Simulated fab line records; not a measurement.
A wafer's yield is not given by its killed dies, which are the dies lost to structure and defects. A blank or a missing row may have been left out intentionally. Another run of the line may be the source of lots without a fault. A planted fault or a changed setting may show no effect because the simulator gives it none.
Which tool did it? / flow sky130 / 24 lots, 72 wafers sampled, at 6 steps of a route of 708

## WHAT THE GAUGES READ, wafer by wafer
SKY_FIELD_ISO_THK_MEAS_04. Usual: for FIELD_ISO_CVD_03_THK the level is 161.8 nm and the standard deviation is 1.3.
lot=L074; measured=day 1 13:51; on=film metro-04; FIELD_ISO_CVD_03_THK (nm)=162.7 162.6 161.9; flag=
lot=L075; measured=day 1 19:30; on=film metro-04; FIELD_ISO_CVD_03_THK (nm)=161.9 160.9 161.0; flag=
lot=L076; measured=day 2 00:32; on=film metro-02; FIELD_ISO_CVD_03_THK (nm)=162.0 162.4 161.2; flag=
lot=L077; measured=day 2 04:33; on=film metro-04; FIELD_ISO_CVD_03_THK (nm)=161.2 161.5 161.4; flag=
lot=L078; measured=day 2 10:06; on=film metro-02; FIELD_ISO_CVD_03_THK (nm)=162.7 162.1 162.3; flag=
lot=L079; measured=day 2 15:37; on=film metro-04; FIELD_ISO_CVD_03_THK (nm)=160.1 160.6 160.9; flag=
lot=L080; measured=day 2 20:52; on=film metro-03; FIELD_ISO_CVD_03_THK (nm)=163.7 163.7 164.2; flag=
lot=L081; measured=day 3 01:32; on=film metro-03; FIELD_ISO_CVD_03_THK (nm)=163.4 162.2 161.9; flag=
lot=L082; measured=day 3 07:58; on=film metro-04; FIELD_ISO_CVD_03_THK (nm)=161.0 160.4 163.2; flag=
lot=L083; measured=day 3 14:57; on=film metro-04; FIELD_ISO_CVD_03_THK (nm)=159.8 158.8 160.3; flag=
lot=L084; measured=day 3 20:23; on=film metro-03; FIELD_ISO_CVD_03_THK (nm)=163.1 161.5 162.9; flag=
lot=L085; measured=day 4 00:47; on=film metro-04; FIELD_ISO_CVD_03_THK (nm)=160.8 161.2 162.3; flag=
lot=L086; measured=day 4 03:38; on=film metro-03; FIELD_ISO_CVD_03_THK (nm)=161.2 159.7 159.9; flag=
lot=L087; measured=day 4 06:46; on=film metro-02; FIELD_ISO_CVD_03_THK (nm)=162.1 163.3 163.2; flag=
lot=L088; measured=day 4 12:07; on=film metro-02; FIELD_ISO_CVD_03_THK (nm)=161.4 161.3 162.2; flag=
lot=L089; measured=day 4 16:29; on=film metro-04; FIELD_ISO_CVD_03_THK (nm)=162.6 161.6 160.0; flag=
lot=L090; measured=day 4 22:06; on=film metro-04; FIELD_ISO_CVD_03_THK (nm)=162.1 161.6 162.6; flag=
lot=L091; measured=day 5 04:14; on=film metro-03; FIELD_ISO_CVD_03_THK (nm)=160.1 160.4 159.9; flag=
lot=L092; measured=day 5 08:18; on=film metro-02; FIELD_ISO_CVD_03_THK (nm)=162.0 162.0 161.8; flag=
lot=L093; measured=day 5 13:59; on=film metro-04; FIELD_ISO_CVD_03_THK (nm)=161.4 163.2 162.1; flag=
lot=L094; measured=day 5 18:10; on=film metro-04; FIELD_ISO_CVD_03_THK (nm)=160.5 160.0 159.6; flag=
lot=L095; measured=day 6 00:42; on=film metro-03; FIELD_ISO_CVD_03_THK (nm)=163.0 163.5 164.7; flag=
lot=L096; measured=day 6 08:21; on=film metro-04; FIELD_ISO_CVD_03_THK (nm)=162.1 162.3 160.4; flag=
lot=L097; measured=day 6 10:08; on=film metro-04; FIELD_ISO_CVD_03_THK (nm)=163.2 163.3 163.7; flag=

SKY_VT_ADJUST_HVTP_CD_MEAS_07: the cd target is 380 nm. Usual: cd nm reads 380.2 nm (standard deviation 2.4).
lot=L074; measured=day 6 02:42; on=cd sem-02; cd nm (nm)=379.8 376.3 377.5; flag=
lot=L075; measured=day 6 10:43; on=cd sem-02; cd nm (nm)=378.1 373.6 377.0; flag=
lot=L076; measured=day 6 12:26; on=cd sem-02; cd nm (nm)=376.7 378.1 377.4; flag=
lot=L077; measured=day 6 21:25; on=cd sem-01; cd nm (nm)=375.1 378.0 376.7; flag=
lot=L078; measured=day 7 18:31; on=cd sem-01; cd nm (nm)=386.1 382.2 382.5; flag=
lot=L079; measured=day 7 23:58; on=cd sem-02; cd nm (nm)=380.8 383.8 381.4; flag=
lot=L080; measured=day 8 00:37; on=cd sem-02; cd nm (nm)=382.4 382.9 380.1; flag=
lot=L081; measured=day 8 07:34; on=cd sem-01; cd nm (nm)=384.9 384.9 383.6; flag=
lot=L082; measured=day 8 08:27; on=cd sem-02; cd nm (nm)=377.7 379.9 379.8; flag=
lot=L083; measured=day 8 16:40; on=cd sem-02; cd nm (nm)=380.7 381.4 381.8; flag=
lot=L084; measured=day 9 01:25; on=cd sem-02; cd nm (nm)=381.6 380.8 383.6; flag=
lot=L085; measured=day 9 07:24; on=cd sem-01; cd nm (nm)=378.2 382.0 382.1; flag=
lot=L086; measured=day 9 14:22; on=cd sem-01; cd nm (nm)=380.7 379.6 381.8; flag=
lot=L087; measured=day 9 17:20; on=cd sem-01; cd nm (nm)=380.3 380.1 383.5; flag=
lot=L088; measured=day 9 20:22; on=cd sem-02; cd nm (nm)=380.8 378.6 379.6; flag=
lot=L089; measured=day 10 00:47; on=cd sem-02; cd nm (nm)=379.1 378.0 378.8; flag=
lot=L090; measured=day 10 08:38; on=cd sem-01; cd nm (nm)=378.9 376.7 377.7; flag=
lot=L091; measured=day 10 14:49; on=cd sem-01; cd nm (nm)=378.6 381.1 381.6; flag=
lot=L092; measured=day 10 21:46; on=cd sem-02; cd nm (nm)=380.4 378.6 377.8; flag=
lot=L093; measured=day 11 03:01; on=cd sem-02; cd nm (nm)=380.2 380.9 377.4; flag=
lot=L094; measured=day 11 14:09; on=cd sem-01; cd nm (nm)=380.1 378.5 378.5; flag=
lot=L095; measured=day 11 23:44; on=cd sem-01; cd nm (nm)=382.9 383.5 383.6; flag=
lot=L096; measured=day 12 04:01; on=cd sem-02; cd nm (nm)=383.7 382.4 383.8; flag=
lot=L097; measured=day 12 04:40; on=cd sem-02; cd nm (nm)=380.1 377.6 378.4; flag=

SKY_VT_ADJUST_NCORE_TW_MEAS_11. Usual: for VT_ADJUST_NCORE_TW the level is 220.5 and the standard deviation is 0.92.
lot=L074; measured=day 8 16:54; on=film metro-03; VT_ADJUST_NCORE_TW=219.1 220.5 219.4; flag=
lot=L075; measured=day 9 00:35; on=film metro-02; VT_ADJUST_NCORE_TW=218.9 220.9 220.8; flag=
lot=L076; measured=day 9 03:16; on=film metro-03; VT_ADJUST_NCORE_TW=220.2 220.2 220.6; flag=
lot=L077; measured=day 9 13:47; on=film metro-02; VT_ADJUST_NCORE_TW=222.2 220.3 221.1; flag=
lot=L078; measured=day 10 12:24; on=film metro-04; VT_ADJUST_NCORE_TW=222.9 220.8 221.6; flag=
lot=L079; measured=day 10 17:59; on=film metro-03; VT_ADJUST_NCORE_TW=218.8 219.2 221.0; flag=
lot=L080; measured=day 10 18:53; on=film metro-04; VT_ADJUST_NCORE_TW=222.4 221.6 220.1; flag=
lot=L081; measured=day 11 02:16; on=film metro-03; VT_ADJUST_NCORE_TW=219.1 221.4 219.5; flag=
lot=L082; measured=day 11 02:33; on=film metro-02; VT_ADJUST_NCORE_TW=220.9 221.1 222.2; flag=
lot=L083; measured=day 11 13:31; on=film metro-03; VT_ADJUST_NCORE_TW=218.7 220.5 218.9; flag=
lot=L084; measured=day 11 22:11; on=film metro-03; VT_ADJUST_NCORE_TW=219.5 220.2 219.8; flag=
lot=L085; measured=day 12 04:13; on=film metro-04; VT_ADJUST_NCORE_TW=219.2 221.0 220.0; flag=
lot=L086; measured=day 12 12:38; on=film metro-04; VT_ADJUST_NCORE_TW=219.1 219.0 220.2; flag=
lot=L087; measured=day 12 14:55; on=film metro-02; VT_ADJUST_NCORE_TW=220.8 221.4 221.0; flag=
lot=L088; measured=day 12 17:37; on=film metro-04; VT_ADJUST_NCORE_TW=220.1 220.2 220.0; flag=
lot=L089; measured=day 12 22:52; on=film metro-02; VT_ADJUST_NCORE_TW=220.7 222.3 220.3; flag=
lot=L090; measured=day 13 04:38; on=film metro-02; VT_ADJUST_NCORE_TW=220.1 219.9 221.3; flag=
lot=L091; measured=day 13 13:51; on=film metro-04; VT_ADJUST_NCORE_TW=220.4 219.3 219.5; flag=
lot=L092; measured=day 13 21:32; on=film metro-02; VT_ADJUST_NCORE_TW=221.1 220.9 221.0; flag=
lot=L093; measured=day 14 05:17; on=film metro-03; VT_ADJUST_NCORE_TW=221.0 218.6 221.4; flag=
lot=L094; measured=day 14 15:44; on=film metro-04; VT_ADJUST_NCORE_TW=221.1 219.4 220.0; flag=
lot=L095; measured=day 15 02:44; on=film metro-02; VT_ADJUST_NCORE_TW=221.3 220.4 221.6; flag=
lot=L096; measured=day 15 08:23; on=film metro-04; VT_ADJUST_NCORE_TW=221.8 221.0 221.6; flag=
lot=L097; measured=day 15 08:54; on=film metro-04; VT_ADJUST_NCORE_TW=220.1 220.2 221.8; flag=

SKY_POLY_CUT_CD_MEAS_08: the cd target is 270 nm. Usual: cd nm reads 269.7 nm (standard deviation 1.5).
lot=L074; measured=day 25 17:09; on=cd sem-02; cd nm (nm)=270.3 270.2 270.1; flag=
lot=L075; measured=day 25 15:09; on=cd sem-02; cd nm (nm)=272.0 272.2 271.5; flag=
lot=L076; measured=day 25 17:12; on=cd sem-01; cd nm (nm)=268.8 268.8 269.2; flag=
lot=L077; measured=day 25 19:33; on=cd sem-01; cd nm (nm)=269.4 267.0 269.6; flag=
lot=L078; measured=day 26 08:57; on=cd sem-02; cd nm (nm)=270.1 268.5 269.9; flag=
lot=L079; measured=day 26 20:31; on=cd sem-01; cd nm (nm)=271.2 271.2 271.9; flag=
lot=L080; measured=day 27 03:10; on=cd sem-01; cd nm (nm)=270.9 269.5 269.0; flag=
lot=L081; measured=day 27 05:40; on=cd sem-02; cd nm (nm)=268.6 270.3 268.0; flag=
lot=L082; measured=day 27 05:59; on=cd sem-01; cd nm (nm)=268.5 268.3 267.9; flag=
lot=L083; measured=day 27 18:49; on=cd sem-01; cd nm (nm)=271.2 270.9 271.6; flag=
lot=L084; measured=day 28 07:32; on=cd sem-02; cd nm (nm)=271.5 270.9 272.3; flag=
lot=L085; measured=day 28 09:35; on=cd sem-02; cd nm (nm)=270.1 270.4 269.5; flag=
lot=L086; measured=day 28 18:53; on=cd sem-02; cd nm (nm)=272.5 269.0 272.0; flag=
lot=L087; measured=day 28 23:20; on=cd sem-02; cd nm (nm)=270.2 270.2 269.0; flag=
lot=L088; measured=day 29 10:25; on=cd sem-02; cd nm (nm)=270.1 269.8 270.1; flag=
lot=L089; measured=day 29 12:18; on=cd sem-02; cd nm (nm)=270.6 268.4 269.2; flag=
lot=L090; measured=day 29 17:02; on=cd sem-01; cd nm (nm)=265.8 264.5 266.2; flag=
lot=L091; measured=day 30 02:55; on=cd sem-01; cd nm (nm)=268.1 268.7 268.0; flag=
lot=L092; measured=day 30 14:47; on=cd sem-02; cd nm (nm)=269.3 269.1 271.0; flag=
lot=L093; measured=day 30 20:18; on=cd sem-02; cd nm (nm)=269.6 270.0 269.9; flag=
lot=L094; measured=day 31 10:03; on=cd sem-01; cd nm (nm)=271.2 271.6 270.8; flag=
lot=L095; measured=day 31 20:45; on=cd sem-02; cd nm (nm)=268.3 268.6 268.2; flag=
lot=L096; measured=day 32 01:22; on=cd sem-02; cd nm (nm)=268.7 269.2 269.2; flag=
lot=L097; measured=day 31 23:09; on=cd sem-01; cd nm (nm)=268.7 270.2 268.3; flag=

SKY_LI_CONTACT_OVL_MEAS_13. Usual: for LI_CONTACT_OVL the level is -4 nm and the standard deviation is 5.6.
lot=L074; measured=day 30 15:46; on=overlay-01; LI_CONTACT_OVL (nm)=12 6 4; flag=
lot=L075; measured=day 30 13:40; on=overlay-02; LI_CONTACT_OVL (nm)=-9 -6 -1; flag=
lot=L076; measured=day 30 15:52; on=overlay-02; LI_CONTACT_OVL (nm)=-4 1 1; flag=
lot=L077; measured=day 30 17:46; on=overlay-02; LI_CONTACT_OVL (nm)=-2 1 3; flag=
lot=L078; measured=day 31 03:54; on=overlay-01; LI_CONTACT_OVL (nm)=-5 -6 -7; flag=
lot=L079; measured=day 31 16:04; on=overlay-02; LI_CONTACT_OVL (nm)=-1 -4 1; flag=
lot=L080; measured=day 31 22:13; on=overlay-02; LI_CONTACT_OVL (nm)=6 -9 8; flag=
lot=L081; measured=day 32 00:49; on=overlay-01; LI_CONTACT_OVL (nm)=-4 -13 -4; flag=
lot=L082; measured=day 32 01:33; on=overlay-02; LI_CONTACT_OVL (nm)=-2 -4 2; flag=
lot=L083; measured=day 32 11:47; on=overlay-02; LI_CONTACT_OVL (nm)=-5 -9 -2; flag=
lot=L084; measured=day 33 01:13; on=overlay-02; LI_CONTACT_OVL (nm)=-4 -5 -8; flag=
lot=L085; measured=day 33 05:12; on=overlay-01; LI_CONTACT_OVL (nm)=-7 -11 -9; flag=
lot=L086; measured=day 33 10:29; on=overlay-02; LI_CONTACT_OVL (nm)=-6 -5 -3; flag=
lot=L087; measured=day 33 15:04; on=overlay-01; LI_CONTACT_OVL (nm)=0 -11 -2; flag=
lot=L088; measured=day 34 02:13; on=overlay-02; LI_CONTACT_OVL (nm)=-2 -4 -4; flag=
lot=L089; measured=day 34 04:04; on=overlay-01; LI_CONTACT_OVL (nm)=-5 -3 -12; flag=
lot=L090; measured=day 34 09:07; on=overlay-01; LI_CONTACT_OVL (nm)=-8 -16 -9; flag=
lot=L091; measured=day 34 16:52; on=overlay-02; LI_CONTACT_OVL (nm)=4 -10 -4; flag=
lot=L092; measured=day 35 05:04; on=overlay-02; LI_CONTACT_OVL (nm)=-5 -3 -4; flag=
lot=L093; measured=day 35 12:02; on=overlay-02; LI_CONTACT_OVL (nm)=-4 -7 -4; flag=
lot=L094; measured=day 36 00:16; on=overlay-02; LI_CONTACT_OVL (nm)=1 -2 -3; flag=
lot=L095; measured=day 36 09:44; on=overlay-02; LI_CONTACT_OVL (nm)=-3 -5 -2; flag=
lot=L096; measured=day 36 16:41; on=overlay-02; LI_CONTACT_OVL (nm)=-4 -1 -3; flag=
lot=L097; measured=day 36 12:38; on=overlay-01; LI_CONTACT_OVL (nm)=-10 -9 -7; flag=

SKY_CONTACT_BOW_MEAS_05. Usual: for CONTACT_BOW the level is 80 um and the standard deviation is 7.1.
lot=L074; measured=day 31 22:01; on=film metro-04; CONTACT_BOW (um)=74 82 71; flag=
lot=L075; measured=day 31 19:47; on=film metro-03; CONTACT_BOW (um)=80 72 84; flag=
lot=L076; measured=day 31 22:21; on=film metro-02; CONTACT_BOW (um)=71 83 90; flag=
lot=L077; measured=day 32 00:32; on=film metro-04; CONTACT_BOW (um)=87 84 71; flag=
lot=L078; measured=day 32 11:17; on=film metro-02; CONTACT_BOW (um)=84 82 74; flag=
lot=L079; measured=day 32 21:41; on=film metro-02; CONTACT_BOW (um)=75 72 82; flag=
lot=L080; measured=day 33 04:49; on=film metro-03; CONTACT_BOW (um)=85 73 81; flag=
lot=L081; measured=day 33 07:38; on=film metro-04; CONTACT_BOW (um)=83 66 80; flag=
lot=L082; measured=day 33 08:14; on=film metro-03; CONTACT_BOW (um)=94 74 80; flag=
lot=L083; measured=day 33 18:43; on=film metro-02; CONTACT_BOW (um)=83 72 90; flag=
lot=L084; measured=day 34 06:39; on=film metro-02; CONTACT_BOW (um)=87 82 86; flag=
lot=L085; measured=day 34 11:27; on=film metro-04; CONTACT_BOW (um)=71 75 76; flag=
lot=L086; measured=day 34 15:41; on=film metro-03; CONTACT_BOW (um)=67 73 80; flag=
lot=L087; measured=day 34 20:23; on=film metro-04; CONTACT_BOW (um)=80 72 73; flag=
lot=L088; measured=day 35 08:01; on=film metro-02; CONTACT_BOW (um)=87 84 96; flag=
lot=L089; measured=day 35 09:32; on=film metro-02; CONTACT_BOW (um)=79 76 84; flag=
lot=L090; measured=day 35 14:26; on=film metro-03; CONTACT_BOW (um)=91 94 86; flag=
lot=L091; measured=day 35 22:04; on=film metro-02; CONTACT_BOW (um)=71 79 76; flag=
lot=L092; measured=day 36 10:13; on=film metro-03; CONTACT_BOW (um)=90 87 82; flag=
lot=L093; measured=day 36 17:19; on=film metro-02; CONTACT_BOW (um)=75 75 77; flag=
lot=L094; measured=day 37 06:10; on=film metro-04; CONTACT_BOW (um)=92 72 91; flag=
lot=L095; measured=day 37 15:54; on=film metro-04; CONTACT_BOW (um)=92 97 79; flag=
lot=L096; measured=day 37 22:08; on=film metro-02; CONTACT_BOW (um)=78 81 86; flag=
lot=L097; measured=day 37 18:14; on=film metro-03; CONTACT_BOW (um)=94 77 80; flag=

## EACH LOT AND THE TOOL THAT RAN IT (in order: tool; ch and the chambers of the sampled wafers; start)
The record shows no process step preceding these readings.

## WHAT THE TOOLS THEMSELVES READ (means of the sampled wafers that have a number; where no wafer has one, the mark that the record gives instead)
The record holds no such reading with a usual standard deviation.

## THE ANSWER, worked out from the rows above alone
Rule: lot off if the mean of its wafers having a number is beyond 3 standard deviations from the usual mean. Also off: a lot with no number at a reading for which 4 or more lots have one. All remaining lots with rows at the step are treated as sound. The gauges are gone through in route order, then the tools' own readings, and for those a lot's mean is taken as printed above. The first step at which some lot is off is used, and at that step the reading that is off furthest; a lot without a number counts as furthest.
Nothing can be told from this: no lot is off at any reading shown.

## WHAT WAS PUT IN BY THE SIMULATOR
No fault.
